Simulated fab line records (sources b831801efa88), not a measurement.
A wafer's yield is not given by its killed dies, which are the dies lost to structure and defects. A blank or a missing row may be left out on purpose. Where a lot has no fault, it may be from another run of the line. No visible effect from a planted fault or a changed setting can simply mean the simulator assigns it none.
One fault seen from 2 desks || flow gf180mcu || every desk sees just its own numbers, and what lay behind them comes last

== DESK OF THE TOOL OWNER: implanter-03 ==
For each lot that ran on this tool, the mean over its sampled wafers that have a number, from the tool's own readings at GF_HV_LDD_IMPLANT_21. The brackets show how far a lot's mean lies from the usual mean; more than 4 standard deviations puts the lot out of limits, marked OUT.
Columns: A = beam on s at GF_HV_LDD_IMPLANT_21, usual 9.98 s; B = faraday current uA at GF_HV_LDD_IMPLANT_21, usual 282
{"lot": "L964", "first seen here": "day 12 10:17", "A": 10.12, "B": 279}
{"lot": "L968", "first seen here": "day 13 13:26", "A": 9.99, "B": 283}
{"lot": "L971", "first seen here": "day 14 14:23", "A": 9.91, "B": 285}
{"lot": "L973", "first seen here": "day 15 02:55", "A": "7.71 (-12) OUT", "B": "365 (+16) OUT"}
{"lot": "L975", "first seen here": "day 15 20:17", "A": "7.85 (-11) OUT", "B": "360 (+15) OUT"}
This desk finds L973, L975 out of limits, L973 being first, at day 15 02:55 (beam on s at GF_HV_LDD_IMPLANT_21). L964, L968, L971 stayed within limits.

== AT THE METROLOGY DESK ==
Means of the sampled wafers that have a number, per lot and without regard to the tool the lot ran on: this is what the gauges read. The brackets show how far a lot's mean lies from the usual mean; more than 4 standard deviations puts the lot out of limits, marked OUT.
Columns: A = VT_IMPLANT_OVL at GF_VT_IMPLANT_OVL_MEAS_07, usual -0.2 nm; B = VT_IMPLANT_TW at GF_VT_IMPLANT_TW_MEAS_10, usual 562; C = HV_LDD_2_TW at GF_HV_LDD_TW_MEAS_23, usual 1057; D = cd nm at GF_HV_LDD_CD_MEAS_46, usual 400.2 nm
{"lot": "L959", "first seen here": "day 5 17:03", "A": 0.8, "B": 565, "C": 1066, "D": 402.8}
{"lot": "L960", "first seen here": "day 5 21:28", "A": -0.3, "B": 574, "C": 1069, "D": 399.3}
{"lot": "L963", "first seen here": "day 6 15:27", "A": 1.6, "B": 560, "C": 1060, "D": 402.1}
{"lot": "L964", "first seen here": "day 6 21:34", "A": -1.5, "B": 571, "C": 1064, "D": 398.3}
{"lot": "L965", "first seen here": "day 7 04:00", "A": 0.4, "B": 559, "C": 1060, "D": 402.0}
{"lot": "L966", "first seen here": "day 7 10:52", "A": 0.0, "B": 561, "C": 1065, "D": 397.8}
{"lot": "L968", "first seen here": "day 7 21:55", "A": 1.5, "B": 561, "C": 1046, "D": 400.0}
{"lot": "L971", "first seen here": "day 8 16:49", "A": -0.9, "B": 568, "C": 1047, "D": 399.3}
{"lot": "L973", "first seen here": "day 9 05:39", "A": 1.0, "B": 566, "C": "989 (-6.8) OUT", "D": 399.1}
{"lot": "L974", "first seen here": "day 9 10:31", "A": 0.7, "B": 555, "C": 1066, "D": 398.2}
{"lot": "L975", "first seen here": "day 9 16:34", "A": 0.6, "B": 560, "C": "966 (-9.1) OUT", "D": 399.8}
{"lot": "L976", "first seen here": "day 9 22:54", "A": 0.2, "B": 559, "C": 1044, "D": 401.1}
{"lot": "L979", "first seen here": "day 10 17:16", "A": -0.7, "B": 563, "C": 1061, "D": 399.8}
{"lot": "L982", "first seen here": "day 11 13:42", "A": -1.2, "B": 556, "C": 1064, "D": 403.6}
Finding of this desk: L973, L975 out of limits, first seen on L973 at day 15 03:10 (HV_LDD_2_TW at GF_HV_LDD_TW_MEAS_23). L959, L960, L963, L964, L965, L966, L968, L971, L974, L976, L979, L982 stayed within limits.

== PUT TOGETHER ==
At day 15 02:55, on L973, L975, the tool owner's desk was in a position to raise an alarm.
Metrology desk: alarm possible at day 15 03:10 on L973, L975.
Every lot named ran GF_HV_LDD_IMPLANT_21 on implanter-03.

== WHAT THE SIMULATOR PUT IN ==
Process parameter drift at GF_HV_LDD_IMPLANT_21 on implanter-03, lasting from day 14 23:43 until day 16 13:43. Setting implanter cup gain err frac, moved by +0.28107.
Shown lots that were struck: L973, L975.
Hours from the fault's start to each desk's first reading out of limits: the tool owner's desk, 3; the metrology desk, 3.
